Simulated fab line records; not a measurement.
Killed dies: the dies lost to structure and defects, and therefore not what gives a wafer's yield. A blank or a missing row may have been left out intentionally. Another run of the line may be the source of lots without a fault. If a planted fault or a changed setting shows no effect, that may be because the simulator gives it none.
Which tool did it? + flow gf180mcu + 11 lots with 33 wafers sampled at 6 steps, on a route of 602 steps

## WHAT EACH GAUGE READ, for each wafer
GF_V2_CD_MEAS_14 targets a cd of 260 nm.
| lot  | measured     | on        | cd_nm (nm)        |
|------|--------------|-----------|-------------------|
| L475 | day 20 16:25 | cd_sem-01 | 261.5 260.0 260.7 |
| L476 | day 20 22:32 | cd_sem-02 | 258.2 258.4 259.4 |
| L478 | day 21 22:05 | cd_sem-02 | 259.4 258.5 259.4 |
| L480 | day 23 01:48 | cd_sem-02 | 261.9 259.9 261.2 |
| L481 | day 23 06:03 | cd_sem-01 | 260.9 260.1 260.9 |
| L482 | day 23 11:49 | cd_sem-01 | 260.4 259.7 261.4 |
| L487 | day 24 21:08 | cd_sem-02 | 258.4 259.2 258.7 |
| L492 | day 26 10:50 | cd_sem-01 | 259.3 258.6 258.8 |
| L496 | day 27 12:23 | cd_sem-02 | 260.5 260.7 260.1 |
| L497 | day 27 20:47 | cd_sem-02 | 259.0 259.5 258.3 |
| L498 | day 28 03:24 | cd_sem-02 | 260.4 257.9 260.4 |

GF_M4_CD_MEAS_14 targets a cd of 280 nm.
| lot  | measured     | on        | cd_nm (nm)        |
|------|--------------|-----------|-------------------|
| L475 | day 23 19:34 | cd_sem-02 | 280.3 281.9 281.9 |
| L476 | day 24 00:50 | cd_sem-02 | 281.0 281.1 281.0 |
| L478 | day 24 22:23 | cd_sem-02 | 278.6 279.2 280.1 |
| L480 | day 26 00:41 | cd_sem-02 | 282.0 282.1 282.6 |
| L481 | day 26 04:57 | cd_sem-02 | 280.7 279.5 280.5 |
| L482 | day 26 11:10 | cd_sem-02 | 279.6 281.8 281.7 |
| L487 | day 27 16:41 | cd_sem-02 | 280.4 279.2 279.4 |
| L492 | day 29 03:41 | cd_sem-02 | 279.5 279.2 279.8 |
| L496 | day 30 03:10 | cd_sem-02 | 281.5 280.0 279.9 |
| L497 | day 30 10:58 | cd_sem-02 | 279.9 279.4 280.2 |
| L498 | day 30 17:23 | cd_sem-02 | 279.1 279.4 278.3 |

GF_V4_BOW_MEAS_05.
| lot  | measured     | on            | V4_BOW (um) |
|------|--------------|---------------|-------------|
| L475 | day 23 20:56 | film_metro-03 | 131 134 155 |
| L476 | day 24 02:21 | film_metro-03 | 109 138 128 |
| L478 | day 24 23:46 | film_metro-03 | 144 140 132 |
| L480 | day 26 02:04 | film_metro-04 | 141 126 140 |
| L481 | day 26 06:22 | film_metro-03 | 141 160 149 |
| L482 | day 26 12:38 | film_metro-03 | 144 137 148 |
| L487 | day 27 18:12 | film_metro-03 | 130 136 132 |
| L492 | day 29 05:11 | film_metro-04 | 117 131 125 |
| L496 | day 30 04:33 | film_metro-01 | 132 139 140 |
| L497 | day 30 12:25 | film_metro-04 | 138 132 125 |
| L498 | day 30 18:46 | film_metro-01 | 131 142 137 |

GF_MIM_RS_MEAS_10: a four-point-probe measurement.
| lot  | measured     | on            | MIM_ALCU_RS (ohm/sq) |
|------|--------------|---------------|----------------------|
| L475 | day 24 21:20 | film_metro-01 | 0.1612 0.1630 0.1613 |
| L476 | day 25 02:21 | film_metro-04 | 0.1571 0.1556 0.1590 |
| L478 | day 25 23:07 | film_metro-01 | 0.1619 0.1615 0.1650 |
| L480 | day 27 00:57 | film_metro-02 | 0.1601 0.1629 0.1601 |
| L481 | day 27 04:55 | film_metro-04 | 0.1611 0.1613 0.1610 |
| L482 | day 27 11:04 | film_metro-02 | 0.1625 0.1623 0.1619 |
| L487 | day 28 16:04 | film_metro-02 | 0.2077 0.1605 0.2066 |
| L492 | day 30 01:53 | film_metro-02 | 0.1582 0.1596 0.1573 |
| L496 | day 31 01:13 | film_metro-01 | 0.1581 0.1599 0.1574 |
| L497 | day 31 08:16 | film_metro-02 | 0.1590 0.1595 0.1580 |
| L498 | day 31 14:59 | film_metro-01 | 0.1624 0.1618 0.1603 |

GF_MIM_THK_MEAS_11: measures by xrf.
| lot  | measured     | on            | MIM_ALCU_THK (nm) |
|------|--------------|---------------|-------------------|
| L475 | day 24 21:28 | film_metro-01 | 200.5 198.5 201.1 |
| L476 | day 25 02:28 | film_metro-04 | 204.3 204.4 201.9 |
| L478 | day 25 23:13 | film_metro-01 | 199.5 199.9 196.9 |
| L480 | day 27 01:04 | film_metro-02 | 200.5 197.0 199.8 |
| L481 | day 27 05:01 | film_metro-04 | 199.6 199.4 199.3 |
| L482 | day 27 11:11 | film_metro-02 | 198.0 197.8 198.6 |
| L487 | day 28 16:10 | film_metro-02 | 157.6 200.9 157.9 |
| L492 | day 30 01:59 | film_metro-02 | 203.7 201.5 204.8 |
| L496 | day 31 01:18 | film_metro-01 | 204.8 201.6 207.1 |
| L497 | day 31 08:22 | film_metro-02 | 204.2 202.9 204.4 |
| L498 | day 31 15:06 | film_metro-01 | 198.0 200.6 202.5 |

## EACH LOT AND THE TOOL THAT RAN IT (in order: tool; ch and the chambers of the sampled wafers; start)
| lot  | GF_MIM_SPUTTER_08            |
|------|------------------------------|
| L475 | pvd_sputter-03, day 24 21:17 |
| L476 | pvd_sputter-04, day 25 02:17 |
| L478 | pvd_sputter-03, day 25 23:02 |
| L480 | pvd_sputter-01, day 27 00:52 |
| L481 | pvd_sputter-03, day 27 04:50 |
| L482 | pvd_sputter-01, day 27 11:01 |
| L487 | pvd_sputter-01, day 28 15:59 |
| L492 | pvd_sputter-03, day 30 01:48 |
| L496 | pvd_sputter-04, day 31 01:06 |
| L497 | pvd_sputter-03, day 31 08:09 |
| L498 | pvd_sputter-01, day 31 14:55 |
- GF_MIM_SPUTTER_08: material AlCu, target thk 200 nm, time 10.6 s.

## WHAT THE TOOLS THEMSELVES READ (means of the sampled wafers that have a number; where no wafer has one, the mark that the record gives instead)
GF_MIM_SPUTTER_08.
| lot  | tool           | throttle_valve_pct (%) |
|------|----------------|------------------------|
| L475 | pvd_sputter-03 | 30.6                   |
| L476 | pvd_sputter-04 | 29.6                   |
| L478 | pvd_sputter-03 | 31.4                   |
| L480 | pvd_sputter-01 | 29.0                   |
| L481 | pvd_sputter-03 | 30.8                   |
| L482 | pvd_sputter-01 | 30.2                   |
| L487 | pvd_sputter-01 | 30.7                   |
| L492 | pvd_sputter-03 | 31.3                   |
| L496 | pvd_sputter-04 | 30.3                   |
| L497 | pvd_sputter-03 | 30.5                   |
| L498 | pvd_sputter-01 | 29.8                   |

## THE ANSWER, worked out from the rows above alone
Rule: what is usual is taken from the lots themselves. Put in order of their means at a reading, lots are off if they are a third of the lots or fewer, leave a main group of 4 or more, and stand apart from it by a gap of 3 or more times the standard deviation of the main group's means; of several such gaps the widest counts. The tables above print the reading to a certain number of digits; a main group whose means all agree to those digits is not used. A lot without any number at a reading at which 4 lots or more have one is off too. Where the step has rows for the other lots, those lots are counted as sound. Order of review: gauges by route order, followed by the tools' own readings, for which a lot's mean as printed above is used. The first step at which some lot is off is used, and at that step the reading that is off furthest; a lot without a number counts as furthest.
Off: at GF_MIM_RS_MEAS_10 (MIM_ALCU_RS), L487. Main group: mean 0.1603 ohm/sq, sd 0.0018.
A tool fits if, at a process step before that reading, it ran every lot that is off, and no sound lot after the first of them. Gauges at GF_MIM_RS_MEAS_10: tried the same way as those tools. None of those tried fits.

## WHAT HAD BEEN PUT IN BY THE SIMULATOR
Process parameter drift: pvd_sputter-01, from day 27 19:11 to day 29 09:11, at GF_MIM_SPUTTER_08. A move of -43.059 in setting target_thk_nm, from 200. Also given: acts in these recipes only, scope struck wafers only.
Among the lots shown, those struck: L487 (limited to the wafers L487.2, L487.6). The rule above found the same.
